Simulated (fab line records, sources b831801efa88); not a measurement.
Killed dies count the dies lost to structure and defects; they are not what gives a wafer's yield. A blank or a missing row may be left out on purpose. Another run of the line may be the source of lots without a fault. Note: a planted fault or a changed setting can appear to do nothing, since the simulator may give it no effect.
Which tool is to blame? ; flow sky130 ; 13 lots, 39 wafers sampled, at 4 steps of a route of 708

WHAT EACH GAUGE READ, for each wafer
SKY_SD_P_TW_MEAS_11. Usual: SD_P_TW typically reads 2808, with standard deviation 36.
lot;measured;on;SD_P_TW;flag
L857;day 27 06:53;film-metro-03;2803 2830 2817;
L856;day 27 07:12;film-metro-04;2770 2765 2765;
L859;day 27 18:56;film-metro-04;2762 2768 2773;
L861;day 28 15:26;film-metro-01;2829 2828 2823;
L864;day 29 08:38;film-metro-03;2842 2824 2837;
L866;day 30 15:02;film-metro-03;2836 2829 2820;
L867;day 30 16:06;film-metro-03;2700 2701 2709;
L868;day 30 17:47;film-metro-01;2699 2710 2711;
L872;day 31 23:17;film-metro-04;2765 2766 2754;
L873;day 32 12:37;film-metro-04;2757 2792 2765;
L874;day 33 09:07;film-metro-03;2837 2842 2851;
L875;day 33 10:31;film-metro-03;2868 2839 2839;
L876;day 33 12:18;film-metro-03;2853 2847 2842;

SKY_SD_N_RS_MEAS_17: a four-point-probe measurement. Usual: SD_P_RS typically reads 147.1 ohm/sq, with standard deviation 0.39.
lot;measured;on;SD_P_RS (ohm/sq);flag
L857;day 29 16:53;film-metro-04;146.9 147.1 146.8;
L856;day 29 17:01;film-metro-01;147.2 147.1 147.6;
L859;day 30 03:42;film-metro-01;147.7 147.5 147.5;
L861;day 30 23:46;film-metro-01;147.0 147.4 147.2;
L864;day 31 16:13;film-metro-04;148.1 147.5 147.6;
L866;day 32 21:33;film-metro-03;147.0 146.9 147.5;
L867;day 32 22:44;film-metro-04;150.9 150.9 150.8;OFF
L868;day 33 01:03;film-metro-04;150.8 150.8 151.1;OFF
L872;day 34 05:13;film-metro-01;146.9 147.3 146.6;
L873;day 34 18:38;film-metro-03;147.4 147.2 147.3;
L874;day 35 14:50;film-metro-03;146.9 147.1 146.8;
L875;day 35 15:50;film-metro-03;147.5 147.9 147.8;
L876;day 35 18:49;film-metro-01;146.6 146.6 146.9;

TOOL THAT RAN EACH LOT (tool first, then ch and the chambers of the sampled wafers, then the start)
lot;SKY_SD_P_IMPLANT_09;SKY_SD_P_STRIP_10
L857;implanter-01 ch 0, day 27 06:38;plasma-asher-04 ch 0,1, day 27 06:47
L856;implanter-04 ch 0, day 27 06:58;plasma-asher-01 ch 0,1, day 27 07:05
L859;implanter-03 ch 0, day 27 18:43;plasma-asher-03 ch 0,1, day 27 18:50
L861;implanter-04 ch 0, day 28 15:11;plasma-asher-04 ch 0,1, day 28 15:20
L864;implanter-03 ch 0, day 29 08:23;plasma-asher-01 ch 0,1, day 29 08:32
L866;implanter-04 ch 0, day 30 14:49;plasma-asher-01 ch 0,1, day 30 14:56
L867;implanter-04 ch 0, day 30 15:52;plasma-asher-03 ch 0,1, day 30 15:59
L868;implanter-04 ch 0, day 30 17:34;plasma-asher-01 ch 0,1, day 30 17:41
L872;implanter-01 ch 0, day 31 23:02;plasma-asher-03 ch 0,1, day 31 23:11
L873;implanter-01 ch 0, day 32 12:23;plasma-asher-03 ch 0, day 32 12:31
L874;implanter-01 ch 0, day 33 08:52;plasma-asher-03 ch 0,1, day 33 09:01
L875;implanter-03 ch 0, day 33 10:17;plasma-asher-03 ch 0,1, day 33 10:25
L876;implanter-03 ch 0, day 33 12:04;plasma-asher-01 ch 0,1, day 33 12:11
- SKY_SD_P_IMPLANT_09
- SKY_SD_P_STRIP_10: strips in O2/N2.

AS READ BY THE TOOLS THEMSELVES (means over the sampled wafers that have a number; for cases with no such wafer, the mark the record gives instead)
SKY_SD_P_IMPLANT_09. Usual: beam-on-s 15.0 s, standard deviation 1; dose-ions-cm2 2.9997e+15, standard deviation 3e+12; faraday-current-uA 11025, standard deviation 690; tilt-deg 0.001 degrees, standard deviation 0.019.
lot;tool;beam-on-s (s);dose-ions-cm2;faraday-current-uA;tilt-deg (degrees);flag
L857;implanter-01;14.0;2.9976e+15;11662;0.014;
L856;implanter-04;16.6;2.9993e+15;9936;0.008;
L859;implanter-03;14.6;2.9978e+15;11254;-0.014;
L861;implanter-04;16.2;2.9991e+15;10211;0.013;
L864;implanter-03;14.4;2.9992e+15;11386;0.001;
L866;implanter-04;16.6;2.9960e+15;9944;0.018;
L867;implanter-04;12.8;2.3254e+15;10003;0.018;OFF
L868;implanter-04;12.7;2.3206e+15;10054;0.004;OFF
L872;implanter-01;14.0;3.0035e+15;11735;0.002;
L873;implanter-01;14.3;3.0003e+15;11521;-0.013;
L874;implanter-01;14.4;2.9984e+15;11400;-0.033;
L875;implanter-03;14.4;2.9990e+15;11383;-0.000;
L876;implanter-03;14.5;3.0008e+15;11296;0.021;

SKY_SD_P_STRIP_10. Usual: drypump-motor-current-A 5.7 A, standard deviation 0.32; o2-flow-sccm 2999 sccm, standard deviation 9.4; oes-product-au 0.617 a.u., standard deviation 0.0046; strip-time-to-endpoint-s 17.48 s, standard deviation 0.039.
lot;tool;drypump-motor-current-A (A);o2-flow-sccm (sccm);oes-product-au (a.u.);strip-time-to-endpoint-s (s);flag
L857;plasma-asher-04;5.8;3003;0.615;17.45;
L856;plasma-asher-01;6.2;2994;0.615;17.55;
L859;plasma-asher-03;5.4;3001;0.618;17.53;
L861;plasma-asher-04;5.8;2996;0.618;17.53;
L864;plasma-asher-01;6.0;3000;0.619;17.43;
L866;plasma-asher-01;6.0;2999;0.616;17.49;
L867;plasma-asher-03;5.4;3000;0.630;16.98;OFF
L868;plasma-asher-01;6.0;2987;0.624;16.92;OFF
L872;plasma-asher-03;5.4;3011;0.615;17.47;
L873;plasma-asher-03;5.4;2993;0.618;17.49;
L874;plasma-asher-03;5.4;3009;0.613;17.46;
L875;plasma-asher-03;5.4;3001;0.622;17.51;
L876;plasma-asher-01;6.1;3012;0.621;17.50;

THE ANSWER, worked out from the rows above alone
Rule: a lot counts as off when the mean over its wafers that have a number is more than 3 standard deviations away from the usual mean. Also off: a lot with no number at a reading for which 4 or more lots have one. The other lots that the step has rows for count as sound. The gauges are gone through in route order, then the tools' own readings, and for those a lot's mean is taken as printed above. At the first step where some lot is off, the reading lying furthest off is the one used; lots without a number count as furthest.
Off: at SKY_SD_N_RS_MEAS_17 (SD_P_RS), L867, L868.
If a tool, at a process step before that reading, ran all the lots that are off and no sound lot after the first of them, it fits. The gauges at SKY_SD_N_RS_MEAS_17 aren't tried: what is off there is off at SKY_SD_P_IMPLANT_09 too, on other tools, and a gauge's error can't cause that. One candidate fits, namely implanter-04 at SKY_SD_P_IMPLANT_09. Its last sound lot is L866 (day 30 14:49), its first lot that is off L867 (day 30 15:52): a fault that began between those two fits.
On the lots that are off, the tool's own readings at SKY_SD_P_IMPLANT_09 differ by more than 5 times the standard deviation of the sound lots' means, which bears it out; dose-ions-cm2 reads 2.3230e+15 there versus 2.9992e+15 on the sound lots.

WHAT THE SIMULATOR PUT IN
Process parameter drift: implanter-04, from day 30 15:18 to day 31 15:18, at SKY_SD_P_IMPLANT_09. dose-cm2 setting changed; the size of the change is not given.
Lots struck among those shown: L867, L868. Same finding as the rule above.
